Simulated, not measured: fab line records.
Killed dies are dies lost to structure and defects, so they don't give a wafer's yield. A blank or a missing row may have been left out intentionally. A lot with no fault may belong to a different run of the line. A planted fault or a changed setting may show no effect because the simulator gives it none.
Which tool was responsible? | flow gf180mcu | 14 lots, 42 wafers sampled, at 4 steps of a route of 602

WHAT THE GAUGES SHOWED, per wafer
GF_VT_IMPLANT_TW_MEAS_21.
lot  | measured     | on            | VT_IMPLANT_2_TW
L648 | day 6 09:07  | film-metro-04 | 1198 1209 1207
L650 | day 6 20:30  | film-metro-02 | 1221 1212 1224
L651 | day 7 03:31  | film-metro-01 | 1210 1217 1220
L652 | day 7 13:37  | film-metro-04 | 1208 1205 1213
L653 | day 7 23:56  | film-metro-02 | 1253 1245 1245
L657 | day 9 01:07  | film-metro-01 | 1230 1232 1235
L660 | day 9 13:43  | film-metro-01 | 1213 1219 1210
L664 | day 10 14:13 | film-metro-02 | 1220 1221 1222
L665 | day 10 19:37 | film-metro-02 | 1227 1224 1222
L667 | day 11 09:32 | film-metro-02 | 1213 1218 1213
L668 | day 11 14:04 | film-metro-01 | 1215 1212 1220
L669 | day 11 18:26 | film-metro-04 | 1211 1224 1218
L670 | day 12 03:27 | film-metro-02 | 1227 1224 1223
L671 | day 12 08:52 | film-metro-04 | 1215 1216 1216

GF_HV_LDD_CD_MEAS_07: the cd target is 400 nm.
lot  | measured     | on        | cd-nm (nm)
L648 | day 10 03:28 | cd-sem-02 | 397.7 400.8 399.3
L650 | day 10 15:59 | cd-sem-01 | 400.2 399.0 399.5
L651 | day 11 03:50 | cd-sem-02 | 400.2 400.2 400.6
L652 | day 11 10:55 | cd-sem-02 | 400.2 398.4 401.0
L653 | day 12 03:50 | cd-sem-01 | 399.2 399.3 401.0
L657 | day 13 05:47 | cd-sem-01 | 399.7 400.5 397.7
L660 | day 13 19:15 | cd-sem-02 | 398.8 401.2 398.4
L664 | day 15 01:32 | cd-sem-01 | 404.0 400.7 403.4
L665 | day 15 07:18 | cd-sem-02 | 399.5 397.4 400.4
L667 | day 16 02:50 | cd-sem-02 | 402.2 404.5 403.8
L668 | day 16 06:16 | cd-sem-02 | 403.4 401.9 403.9
L669 | day 16 11:14 | cd-sem-01 | 405.9 404.6 403.6
L670 | day 16 22:08 | cd-sem-01 | 404.0 400.4 400.8
L671 | day 17 05:02 | cd-sem-02 | 401.2 401.1 400.0

GF_PSD_TW_MEAS_11.
lot  | measured     | on            | PSD_TW
L648 | day 14 09:24 | film-metro-01 | 3185 3186 3185
L650 | day 14 23:06 | film-metro-04 | 3199 3191 3174
L651 | day 15 15:50 | film-metro-02 | 3213 3213 3204
L652 | day 15 20:50 | film-metro-02 | 3216 3203 3208
L653 | day 16 17:56 | film-metro-02 | 3199 3219 3209
L657 | day 18 00:50 | film-metro-02 | 3206 3210 3206
L660 | day 18 15:02 | film-metro-02 | 3219 3208 3226
L664 | day 20 04:08 | film-metro-02 | 3207 3201 3208
L665 | day 20 09:11 | film-metro-04 | 3178 3154 3158
L667 | day 21 07:24 | film-metro-04 | 3176 3164 3185
L668 | day 21 11:10 | film-metro-02 | 3181 3190 3192
L669 | day 21 16:20 | film-metro-04 | 3170 3187 3174
L670 | day 22 02:26 | film-metro-01 | 3177 3185 3191
L671 | day 22 10:29 | film-metro-02 | 3229 3221 3221

EACH LOT AND THE TOOL THAT RAN IT (in order: tool; ch and the chambers of the sampled wafers; start)
lot  | GF_VT_IMPLANT_IMPLANT_19
L648 | implanter-03 ch 0, day 6 08:52
L650 | implanter-01 ch 0, day 6 20:17
L651 | implanter-04 ch 0, day 7 03:17
L652 | implanter-04 ch 0, day 7 13:22
L653 | implanter-04 ch 0, day 7 23:41
L657 | implanter-04 ch 0, day 9 00:53
L660 | implanter-01 ch 0, day 9 13:28
L664 | implanter-01 ch 0, day 10 13:58
L665 | implanter-01 ch 0, day 10 19:23
L667 | implanter-03 ch 0, day 11 09:20
L668 | implanter-03 ch 0, day 11 13:49
L669 | implanter-01 ch 0, day 11 18:14
L670 | implanter-04 ch 0, day 12 03:14
L671 | implanter-04 ch 0, day 12 08:38
- GF_VT_IMPLANT_IMPLANT_19

WHAT THE TOOLS THEMSELVES READ (means of the sampled wafers that have a number; where no wafer has one, the mark that the record gives instead)
GF_VT_IMPLANT_IMPLANT_19.
lot  | tool         | beam-energy-keV
L648 | implanter-03 | 100.06
L650 | implanter-01 | 99.98
L651 | implanter-04 | 100.02
L652 | implanter-04 | 100.00
L653 | implanter-04 | 107.37
L657 | implanter-04 | 107.37
L660 | implanter-01 | 100.03
L664 | implanter-01 | 99.99
L665 | implanter-01 | 99.99
L667 | implanter-03 | 100.02
L668 | implanter-03 | 99.97
L669 | implanter-01 | 100.05
L670 | implanter-04 | 100.00
L671 | implanter-04 | 100.02

THE ANSWER, worked out from the rows above alone
Rule: usual is defined by the lots themselves. The widest of any qualifying gaps counts: lots, ordered by their means at a reading, are off when they make up no more than a third of the lots, leave a main group of 4 or more, and stand apart from it by 3 or more times the standard deviation of that group's means. Not used: any main group whose means are identical at the precision the tables above print for the reading. Also off: a lot with no number at a reading for which 4 or more lots have one. All remaining lots with rows at the step are treated as sound. First the gauges in route order, then the tools' own readings, where a lot's mean is used as printed above. At the first step where some lot is off, the reading lying furthest off is the one used; lots without a number count as furthest.
Off: L653, L657 (GF_VT_IMPLANT_IMPLANT_19, beam-energy-keV). For the main group the mean is 100.01 and the standard deviation 0.026.
A tool fits if, at that step or a process step before it, it ran every lot that is off, and no sound lot after the first of them. Of those tried, none fits.

WHAT THE SIMULATOR HAD INSERTED
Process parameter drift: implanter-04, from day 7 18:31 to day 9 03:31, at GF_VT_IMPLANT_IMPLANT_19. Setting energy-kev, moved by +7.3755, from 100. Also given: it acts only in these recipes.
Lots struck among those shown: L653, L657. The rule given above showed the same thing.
